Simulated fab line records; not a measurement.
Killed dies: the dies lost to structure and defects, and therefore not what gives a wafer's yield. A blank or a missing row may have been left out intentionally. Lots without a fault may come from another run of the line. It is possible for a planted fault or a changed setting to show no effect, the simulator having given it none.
One fault seen from 2 desks | flow sfq line | numbers are kept per desk, each desk with only its own; the story behind them comes last

## DESK OF THE TOOL OWNER: pecvd-04
The tool's own readings at SFQ_TRILAYER_I7_DEP_PECVD_183 (deposits SiO2 from SiH4/N2O, time 111.11 s, target thk 500 nm): means of the sampled wafers that have a number, for each lot that ran on this tool. The brackets show how far a lot's mean lies from the usual mean; more than 4 standard deviations puts the lot out of limits, marked OUT.
Columns: A = chamber pressure Torr at SFQ_TRILAYER_I7_DEP_PECVD_183, usual 2.400 Torr; B = heater power outer w at SFQ_TRILAYER_I7_DEP_PECVD_183, usual 28 W; C = heater power w at SFQ_TRILAYER_I7_DEP_PECVD_183, usual 80 W; D = throttle valve pct at SFQ_TRILAYER_I7_DEP_PECVD_183, usual 24.4 %
lot  | first seen here | A     | B  | C  | D
L930 | day 72 20:43    | 2.403 | 34 | 89 | 22.7
L947 | day 86 21:11    | 2.398 | 33 | 88 | 24.0
L948 | day 87 00:46    | 2.401 | 28 | 78 | 24.1
L950 | day 87 12:33    | 2.398 | 30 | 83 | 23.9
L953 | day 88 11:21    | 2.400 | 33 | 86 | 24.0
This desk's finding: nothing out of limits on any of the 5 lots.

## THE METROLOGY DESK
Means of the sampled wafers that have a number, per lot and without regard to the tool the lot ran on: this is what the gauges read. The brackets show how far a lot's mean lies from the usual mean; more than 4 standard deviations puts the lot out of limits, marked OUT.
Columns: A = C5_OVL at SFQ_C5_OVL_MEAS_937, usual -1 nm
lot  | first seen here | A
L930 | day 62 01:52    | -0
L931 | day 65 04:44    | 0
L932 | day 65 05:56    | -5
L935 | day 76 08:35    | -3
L944 | day 77 21:47    | -1
L945 | day 78 03:47    | -2
L946 | day 78 08:35    | -11
L947 | day 78 10:59    | -3
L948 | day 78 12:11    | -12
L949 | day 78 14:35    | -1
L950 | day 78 18:11    | 1
L951 | day 79 15:18    | 2
L952 | day 79 19:55    | 4
L953 | day 79 21:06    | 1
This desk's finding: nothing out of limits on any of the 14 lots.

## BROUGHT TOGETHER
Nothing out of limits was seen by the tool owner's desk.
At the metrology desk, nothing out of limits was observed.

## WHAT THE SIMULATOR PUT IN
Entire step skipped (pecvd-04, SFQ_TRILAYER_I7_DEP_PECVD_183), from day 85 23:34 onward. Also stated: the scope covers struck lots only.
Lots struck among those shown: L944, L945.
